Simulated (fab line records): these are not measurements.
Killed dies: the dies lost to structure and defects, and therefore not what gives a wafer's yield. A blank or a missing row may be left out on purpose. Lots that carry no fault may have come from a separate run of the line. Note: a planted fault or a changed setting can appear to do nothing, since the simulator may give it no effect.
Chamber matching    flow sfq line    cmp-01 running SFQ_TRILAYER_I4_CMP_CMP_100: 4 sister chambers
The step polishes SiO2. 4 wafers are shown with their chamber, then 8 later ones without.

## WAFERS, EACH WITH ITS CHAMBER
wafer   chamber  motor current A (A)
L671.3  0        10.5
L671.4  2        10.6
L671.6  1        10.4
L672.2  3        11.2

## WAFERS WHOSE CHAMBER IS MISSING
wafer   motor current A (A)
L672.4  10.2
L672.1  10.5
L675.4  10.7
L675.5  10.8
L675.6  9.9
L677.1  10.6
L677.2  11.4
L677.4  9.7

## WHICH CHAMBER EACH ONE RAN IN
wafer   from the rows above                in truth
L672.4  can't be placed: 1 or 0 or 2       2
L672.1  can't be placed: 0 or 1 or 2       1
L675.4  can't be placed: 2 or 0 or 1 or 3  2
L675.5  can't be placed: 2 or 0 or 3 or 1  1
L675.6  can't be placed: 1 or 0 or 2       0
L677.1  can't be placed: 2 or 0 or 1 or 3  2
L677.2  can't be placed: 3 or 2            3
L677.4  can't be placed: 1 or 0 or 2       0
Correct placement for 0 of the 8. Cannot be placed on the basis of these rows: 8; the candidates contain the true chamber in 8. Number placed wrongly: 0.
How it was worked out, from the rows above alone: a wafer's distance from a chamber is the root of the sum, over the readings, of the square of ((its reading less the chamber's mean) divided by the reading's scatter). The wafer belongs to the nearest chamber; if the next one is less than 2 further off, it can't be placed. A chamber's mean is the mean of its shown wafers. The scatter (one wafer shown for each chamber): square how far every hidden wafer sits from the nearest shown wafer, average those squares and take the square root.
